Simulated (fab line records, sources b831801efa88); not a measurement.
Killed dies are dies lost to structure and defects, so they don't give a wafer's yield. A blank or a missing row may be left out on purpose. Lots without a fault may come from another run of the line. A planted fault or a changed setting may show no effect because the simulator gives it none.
fab line records | flow sky130
record lots=6 wafers=18 last_day=50
route steps=708 shown LDD_N@240
lots that met no fault: from a run of the same line without faults
start_h: hours from the record's first day to the start of the lot's first wafer shown | wait_h: hours since the lot's step before | " the same as in the row above | L1.1+2: a row that stands for several wafers | - no value, or no start given | * or withheld: withheld | < > ~ a bound
route shown NAME@n: a module of which the file shows steps, and the number in the route of the first | usual: mean/standard deviation of fault-free wafers | same: alike in all rows | chamber/n: place in a boat | sites: the reading at each site | _std_site: their standard deviation | _edge_site: outer sites' mean less inner sites' | radius_mm: how far each site lies from the wafer's centre | mask NAME#n: copy n | behind: the tool/chamber that last shaped the wafer | hold: why the lot was held/for how many hours/how that ended | device: the transistor (n, p or np) that didn't switch | end of line: the same wafers' tests at the end of the route | a step without rows: its recipe alone | killed: dies lost to structure and defects at the first sort, not the wafer's yield | map: a wafer's dies, x killed, . not, _ none there
set.NAME: the setting as run; set.NAME@STEP: as run at that earlier step | model.NAME: the simulator's own value behind a step, which no gauge read
lots at some steps of the route; a table a step, a row a wafer
services: from which hour (start_h, from the record's first day; less than 0 if before it) a tool's chamber was out of use, for how many hours, and why
## steps
# step SKY_LDD_N_SOFTBAKE_03
# recipe temp_c=90 time_s=60 resist=NOVOLAK
# step SKY_LDD_N_EXPOSE_04
# recipe mask_id=NTM target_cd_nm=840 na=0.6 source_shape=conventional sigma_outer=0.6 dose_mj=110
# step SKY_LDD_N_PEB_05
# recipe temp_c=withheld time_s=* resist=NOVOLAK
# step SKY_LDD_N_DEVELOP_06
# recipe develop_time_s=60 dev_temp_c=23
# step SKY_LDD_N_OVL_MEAS_07
# usual LDD_N_OVL=-0.2/1.5
# columns lot.wafer tool chamber start_h wait_h LDD_N_OVL[nm]
L993.1 overlay-01 - 450.13 0.1 -0.1
L993.5 " - " " 0.7
L993.6 " - " " 2.0
L995.1 overlay-02 - 470.74 0.1 0.6
L995.2 " - " " 0.9
L995.6 " - " " 0.7
L101.1 overlay-02 - 525.74 0.1 -3.3
L101.3 " - " " 1.1
L101.4 " - " " -0.8
L106.1 overlay-02 - 561.54 0.1 -2.2
L106.3 " - " " -1.0
L106.4 " - " " 1.7
L107.2 overlay-02 - 571.69 0.1 -1.9
L107.3 " - " " -2.0
L107.6 " - " " -3.6
L108.4 overlay-02 - 582.59 0.1 -0.6
L108.5 " - " " -1.0
L108.6 " - " " -1.3
# step SKY_LDD_N_IMPLANT_08
# recipe species=As energy_kev=20 dose_cm2=7.5e+13 tilt_deg=withheld rotation_deg=23
# step SKY_LDD_N_IMPLANT_09
# recipe species=As energy_kev=20 dose_cm2=7.5e+13 tilt_deg=withheld rotation_deg=113
# step SKY_LDD_N_IMPLANT_10
# recipe species=As energy_kev=20 dose_cm2=7.5e+13 tilt_deg=withheld rotation_deg=203
# step SKY_LDD_N_IMPLANT_11
# recipe species=As energy_kev=20 dose_cm2=7.5e+13 tilt_deg=withheld rotation_deg=293
# step SKY_LDD_N_IMPLANT_12
# recipe species=BF2 energy_kev=50 dose_cm2=5e+12 tilt_deg=30 rotation_deg=0
# step SKY_LDD_N_IMPLANT_13
# recipe species=BF2 energy_kev=50 dose_cm2=5e+12 tilt_deg=30 rotation_deg=90
# step SKY_LDD_N_IMPLANT_14
# recipe species=BF2 energy_kev=50 dose_cm2=5e+12 tilt_deg=30 rotation_deg=180
# step SKY_LDD_N_IMPLANT_15
# recipe species=BF2 energy_kev=50 dose_cm2=5e+12 tilt_deg=30 rotation_deg=270
# usual beam_energy_keV=50.002/0.016 beam_on_s=10.01/0.19
# columns lot.wafer tool chamber start_h wait_h beam_energy_keV beam_on_s
L993.1 implanter-03 0 451.21 0.1 50.000 9.89
L993.5 " 0 " " 50.004 10.08
L993.6 " 0 " " 49.975 9.95
L995.1 implanter-04 0 471.83 0.1 50.011 10.08
L995.2 " 0 " " 50.000 9.77
L995.6 " 0 " " 50.030 9.99
L101.1 implanter-03 0 526.83 0.1 49.995 10.35
L101.3 " 0 " " 49.989 10.27
L101.4 " 0 " " 49.974 9.97
L106.1 implanter-04 - 562.62 0.1 - -
L106.3 " - " " - -
L106.4 " - " " - -
L107.2 implanter-01 - 572.80 0.1 - -
L107.3 " - " " - -
L107.6 " - " " - -
L108.4 implanter-04 0 583.74 0.1 49.997 10.04
L108.5 " 0 " " 50.005 9.65
L108.6 " 0 " " 49.989 9.98
# step SKY_LDD_N_STRIP_16
# recipe chemistry=O2/N2 power_w=1400 pressure_mtorr=1500 platen_temp_c=withheld o2_flow_sccm=3000 n2_flow_sccm=300 overash_fraction=0.5
# usual drypump_motor_current_A=5.8/0.51 oes_product_au=0.407/0.0046 strip_time_to_endpoint_s=4.315/0.015
# same overash_fraction=0.5
# columns lot.wafer tool chamber start_h wait_h drypump_motor_current_A oes_product_au rf_hours_counter_h strip_time_to_endpoint_s
L993.1 plasma_asher-02 0 451.36 0.1 6.4 0.412 76 4.318
L993.5 " 1 " " 5.1 0.409 - 4.285
L993.6 " 0 " " 6.4 0.410 - 4.304
L995.1 plasma_asher-01 0 471.98 0.1 6.1 0.392 66 4.292
L995.2 " 1 " " 6.0 0.406 66 4.309
L995.6 " 0 " " 6.2 0.417 - 4.317
L101.1 plasma_asher-02 1 526.98 0.1 5.1 0.409 84 4.324
L101.3 " 0 " " 6.4 0.405 - 4.306
L101.4 " 1 " " 5.1 0.403 - 4.319
L106.1 plasma_asher-03 1 562.77 0.1 5.9 0.402 11 4.297
L106.3 " 1 " " 5.9 0.413 - 4.282
L106.4 " 0 " " 5.7 0.411 - 4.315
L107.2 plasma_asher-02 1 572.92 0.1 5.1 0.402 89 4.311
L107.3 " 0 " " 6.4 0.403 - 4.317
L107.6 " 0 " " 6.4 0.415 - 4.318
L108.4 plasma_asher-01 0 583.85 0.1 6.1 0.402 - 4.335
L108.5 " 1 " " 6.0 0.409 - 4.311
L108.6 " 0 " " 6.1 0.405 - 4.330
## services
# columns tool chamber start_h hours kind
plasma_asher-03 0 430.25 - clean
plasma_asher-03 1 430.25 - clean
implanter-01 - 479.53 5.8 repair
plasma_asher-03 - 482.90 1.2 repair
implanter-04 - 484.73 9.6 repair
plasma_asher-03 - 491.84 14.6 pm
implanter-01 - 524.27 4.0 pm
implanter-01 - 551.87 19.2 repair
implanter-01 - 557.26 2.1 repair
implanter-03 - 559.31 5.7 repair
plasma_asher-01 - 567.07 2.4 repair
## key
first_sign step=SKY_LDD_N_IMPLANT_15 reading=tool_record direction=missing
effect none on later readings
met_at SKY_LDD_N_IMPLANT_15
struck_wafers L106.1,L106.3,L106.4,L107.2,L107.3,L107.6
later_rows_left_out L106.1,L106.3,L106.4,L107.2,L107.3,L107.6
sort_left_out L106.1,L106.3,L106.4,L107.2,L107.3,L107.6
tester_left_out L106,L107
onset_between 471.83 562.62
fault kind=skipped_step_whole tool=implanter-01,implanter-04 chamber=- onset_h=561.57 steps=SKY_LDD_N_IMPLANT_15 scope=struck_lots_only
# tester_left_out: of these lots the tester's yield and bins aren't shown, on N5 and GAA mostly nor the transistor test; their killed dies are dies lost to structure and defects alone, not to doping, threshold or leakage, so they don't give the yield
# sort_left_out: the simulated sort isn't trusted on such a fault, so these wafers' sort isn't shown, and their yield isn't known
# later_rows_left_out: the simulator's readings of these wafers behind a module that went badly wrong aren't trusted and aren't shown, but for the sort
